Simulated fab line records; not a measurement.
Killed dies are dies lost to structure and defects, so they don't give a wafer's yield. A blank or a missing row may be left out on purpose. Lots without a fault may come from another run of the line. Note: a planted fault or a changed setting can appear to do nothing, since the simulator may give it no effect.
Which tool is to blame? | flow sky130 | 24 lots, 72 wafers sampled, at 6 steps of a route of 708

## WHAT THE GAUGES SHOWED, per wafer
SKY_LI_CONTACT_OVL_MEAS_13.
lot  | measured     | on         | LI_CONTACT_OVL (nm)
L074 | day 28 20:47 | overlay-02 | 8 10 6
L075 | day 29 11:17 | overlay-02 | 1 5 3
L076 | day 29 22:50 | overlay-01 | 3 -1 -6
L077 | day 30 03:33 | overlay-01 | -11 -12 -16
L078 | day 30 17:35 | overlay-01 | -7 -10 -4
L080 | day 30 23:10 | overlay-02 | 5 -5 -4
L079 | day 31 01:24 | overlay-01 | -2 -3 -5
L081 | day 31 11:31 | overlay-01 | -1 3 -8
L082 | day 32 01:24 | overlay-02 | -6 -6 -10
L083 | day 32 11:30 | overlay-01 | 3 5 6
L084 | day 32 18:31 | overlay-01 | -8 -1 -4
L085 | day 33 03:35 | overlay-01 | 0 -5 -11
L086 | day 33 05:20 | overlay-01 | 20 0 6
L088 | day 33 19:48 | overlay-02 | 3 3 -7
L089 | day 34 05:14 | overlay-01 | -17 -7 -10
L090 | day 34 07:42 | overlay-01 | 1 4 2
L087 | day 34 11:24 | overlay-01 | 1 4 -4
L091 | day 34 15:03 | overlay-01 | -6 0 -7
L092 | day 34 19:13 | overlay-02 | 0 5 -6
L093 | day 35 08:02 | overlay-01 | -11 -8 -5
L094 | day 35 16:39 | overlay-02 | 0 -9 -8
L095 | day 35 18:25 | overlay-01 | -11 -1 1
L096 | day 36 04:48 | overlay-01 | 2 -1 0
L097 | day 36 10:33 | overlay-02 | -12 -10 -2

SKY_VIA1_OVL_MEAS_13.
lot  | measured     | on         | VIA1_OVL (nm)
L074 | day 33 16:32 | overlay-02 | 4 4 2
L075 | day 34 07:24 | overlay-01 | 2 -3 1
L076 | day 34 18:20 | overlay-01 | -11 -18 -15
L077 | day 34 23:48 | overlay-02 | 5 3 4
L078 | day 35 12:23 | overlay-01 | 3 2 -4
L080 | day 35 17:24 | overlay-02 | -5 -12 -6
L079 | day 35 20:49 | overlay-02 | 11 1 7
L081 | day 36 05:42 | overlay-02 | 5 5 6
L082 | day 36 18:11 | overlay-02 | 0 -6 -1
L083 | day 37 02:36 | overlay-01 | -9 1 2
L084 | day 37 11:46 | overlay-01 | -4 9 7
L085 | day 37 18:53 | overlay-01 | -9 -1 -5
L086 | day 37 21:09 | overlay-02 | 3 -6 3
L088 | day 38 10:21 | overlay-01 | -1 4 -2
L089 | day 38 19:00 | overlay-01 | 5 -2 2
L090 | day 38 20:30 | overlay-01 | -1 -5 -6
L087 | day 39 02:15 | overlay-01 | 4 -3 2
L091 | day 39 04:24 | overlay-02 | -4 -11 -5
L092 | day 39 08:34 | overlay-01 | 6 3 -2
L093 | day 39 19:29 | overlay-02 | -1 -2 -2
L094 | day 40 05:37 | overlay-01 | -5 0 0
L095 | day 40 07:43 | overlay-02 | 3 -5 -12
L096 | day 40 15:43 | overlay-01 | -7 -5 -5
L097 | day 40 20:37 | overlay-02 | -5 -3 -5

SKY_METAL2_CD_MEAS_15: target cd 140 nm.
lot  | measured     | on        | cd-nm (nm)
L074 | day 34 20:44 | cd-sem-01 | 141.0 139.5 140.4
L075 | day 35 10:56 | cd-sem-01 | 142.7 143.0 143.9
L076 | day 35 22:25 | cd-sem-02 | 139.3 140.1 139.0
L077 | day 36 02:50 | cd-sem-01 | 137.6 136.5 137.9
L078 | day 36 15:58 | cd-sem-01 | 137.9 135.6 137.6
L080 | day 36 21:31 | cd-sem-01 | 139.5 139.8 140.0
L079 | day 36 23:40 | cd-sem-02 | 142.3 140.9 141.7
L081 | day 37 09:55 | cd-sem-02 | 139.1 138.8 139.6
L082 | day 37 20:50 | cd-sem-01 | 140.1 140.9 140.5
L083 | day 38 06:30 | cd-sem-01 | 138.7 138.4 138.2
L084 | day 38 14:35 | cd-sem-02 | 137.5 138.4 139.9
L085 | day 38 21:14 | cd-sem-01 | 139.2 138.4 139.0
L086 | day 39 00:11 | cd-sem-02 | 139.1 139.7 139.7
L088 | day 39 13:28 | cd-sem-01 | 138.2 138.4 137.1
L089 | day 39 22:11 | cd-sem-01 | 139.0 136.9 138.7
L090 | day 39 22:56 | cd-sem-02 | 139.9 140.4 140.2
L087 | day 40 04:26 | cd-sem-01 | 140.2 139.4 141.2
L091 | day 40 06:53 | cd-sem-01 | 140.7 141.3 140.8
L092 | day 40 11:08 | cd-sem-02 | 138.0 139.9 138.4
L093 | day 40 21:07 | cd-sem-01 | 141.3 141.8 140.3
L094 | day 41 08:26 | cd-sem-01 | 142.4 142.0 141.8
L095 | day 41 08:50 | cd-sem-02 | 141.6 142.6 142.9
L096 | day 41 16:44 | cd-sem-02 | 139.7 139.2 140.0
L097 | day 41 21:27 | cd-sem-01 | 142.0 142.7 142.2

SKY_VIA2_BOW_MEAS_03.
lot  | measured     | on            | VIA2_BOW (um)
L074 | day 34 22:09 | film-metro-03 | 94 84 99
L075 | day 35 12:22 | film-metro-03 | 72 97 90
L076 | day 35 23:50 | film-metro-03 | 89 89 83
L077 | day 36 04:27 | film-metro-03 | 90 97 91
L078 | day 36 17:52 | film-metro-01 | 76 84 85
L080 | day 36 22:59 | film-metro-01 | 93 83 88
L079 | day 37 01:07 | film-metro-03 | 83 89 86
L081 | day 37 11:20 | film-metro-01 | 87 85 92
L082 | day 37 22:37 | film-metro-02 | 86 93 81
L083 | day 38 08:06 | film-metro-01 | 86 87 93
L084 | day 38 16:04 | film-metro-02 | 81 68 79
L085 | day 38 22:41 | film-metro-02 | 88 90 75
L086 | day 39 01:42 | film-metro-02 | 94 83 87
L088 | day 39 14:54 | film-metro-02 | 78 96 91
L089 | day 39 23:38 | film-metro-03 | 78 91 85
L090 | day 40 00:22 | film-metro-01 | 93 87 87
L087 | day 40 05:54 | film-metro-01 | 84 93 87
L091 | day 40 08:21 | film-metro-03 | 87 90 90
L092 | day 40 12:35 | film-metro-02 | 78 90 94
L093 | day 40 22:32 | film-metro-01 | 85 86 87
L094 | day 41 09:52 | film-metro-01 | 94 78 95
L095 | day 41 10:16 | film-metro-03 | 93 97 86
L096 | day 41 18:11 | film-metro-02 | 99 84 83
L097 | day 41 22:52 | film-metro-01 | 96 79 85

SKY_VIA4_OVL_MEAS_11.
lot  | measured     | on         | VIA4_OVL (nm)
L074 | day 42 12:07 | overlay-01 | -2.9 -1.4 -0.7
L075 | day 43 00:32 | overlay-02 | 3.0 4.2 2.8
L076 | day 43 12:25 | overlay-01 | -1.8 -1.1 -1.3
L077 | day 43 13:44 | overlay-01 | 0.6 0.3 -1.3
L078 | day 44 02:56 | overlay-02 | 0.6 1.1 -0.6
L080 | day 44 06:53 | overlay-02 | 0.7 -1.8 -1.1
L079 | day 44 11:08 | overlay-01 | -0.9 0.3 0.8
L081 | day 44 17:26 | overlay-01 | -0.4 0.9 -0.6
L082 | day 45 02:47 | overlay-01 | -0.4 0.6 -1.2
L083 | day 45 12:11 | overlay-01 | -1.8 -1.4 -2.8
L084 | day 45 19:29 | overlay-01 | -2.9 -3.6 -3.4
L085 | day 46 00:23 | overlay-01 | 0.6 1.6 1.7
L086 | day 46 01:10 | overlay-01 | -0.5 -1.3 1.1
L088 | day 46 12:40 | overlay-02 | 1.4 1.1 3.2
L089 | day 46 21:20 | overlay-01 | 1.2 0.2 0.4
L090 | day 46 21:32 | overlay-02 | 0.7 2.7 1.9
L087 | day 47 02:23 | overlay-01 | -0.4 0.0 0.7
L091 | day 47 05:14 | overlay-02 | -0.5 0.4 -0.2
L092 | day 47 07:51 | overlay-02 | -2.9 -1.2 -1.8
L093 | day 47 16:07 | overlay-01 | 0.6 -0.5 -1.0
L094 | day 48 01:02 | overlay-02 | 3.0 -0.9 0.1
L095 | day 48 01:14 | overlay-02 | -0.5 -0.3 0.0
L096 | day 48 06:56 | overlay-01 | -0.9 -1.9 -0.7
L097 | day 48 10:44 | overlay-01 | -1.7 -1.3 -2.5

SKY_VIA4_THK_MEAS_20: measures by xrf.
lot  | measured     | on            | VIA4_W_THK (nm)
L074 | day 42 13:11 | film-metro-01 | 495 522 484
L075 | day 43 01:37 | film-metro-03 | 508 504 506
L076 | day 43 13:28 | film-metro-01 | 493 496 492
L077 | day 43 14:46 | film-metro-01 | 517 492 495
L078 | day 44 03:58 | film-metro-01 | 526 527 503
L080 | day 44 07:56 | film-metro-02 | 503 502 506
L079 | day 44 12:11 | film-metro-01 | 525 507 521
L081 | day 44 18:29 | film-metro-03 | 500 497 502
L082 | day 45 03:52 | film-metro-03 | 497 527 496
L083 | day 45 13:13 | film-metro-01 | 517 519 495
L084 | day 45 20:34 | film-metro-03 | 501 501 498
L085 | day 46 01:27 | film-metro-01 | 517 524 493
L086 | day 46 02:49 | film-metro-03 | 505 505 500
L088 | day 46 14:08 | film-metro-01 | 498 499 499
L089 | day 46 22:22 | film-metro-02 | 503 502 502
L090 | day 46 23:00 | film-metro-03 | 503 518 511
L087 | day 47 03:25 | film-metro-01 | 499 502 504
L091 | day 47 06:16 | film-metro-02 | 505 516 500
L092 | day 47 08:53 | film-metro-02 | 518 502 523
L093 | day 47 17:10 | film-metro-02 | 515 529 507
L094 | day 48 02:13 | film-metro-01 | 514 507 495
L095 | day 48 02:26 | film-metro-03 | 497 495 501
L096 | day 48 07:59 | film-metro-01 | 501 504 508
L097 | day 48 11:48 | film-metro-03 | 496 498 493

## EACH LOT AND THE TOOL THAT RAN IT (in order: tool; ch and the chambers of the sampled wafers; start)
Record: no process step prior to these readings.

## WHAT THE TOOLS THEMSELVES READ (means of the sampled wafers that have a number; where no wafer has one, the mark that the record gives instead)
The record holds no such reading with a usual standard deviation.

## THE ANSWER, worked out from the rows above alone
Rule: the usual values come from the lots themselves. Put in order of their means at a reading, lots are off if they are a third of the lots or fewer, leave a main group of 4 or more, and stand apart from it by a gap of 3 or more times the standard deviation of the main group's means; of several such gaps the widest counts. If all means in a main group match to the digits the tables above print for the reading, that group is not used. A lot without any number at a reading at which 4 lots or more have one is off too. Where the step has rows for the other lots, those lots are counted as sound. Order of review: gauges by route order, followed by the tools' own readings, for which a lot's mean as printed above is used. The first step at which some lot is off is used, and at that step the reading that is off furthest; a lot without a number counts as furthest.
Nothing can be told from this: no lot is off at any reading shown.

## WHAT THE SIMULATOR HAD PUT IN
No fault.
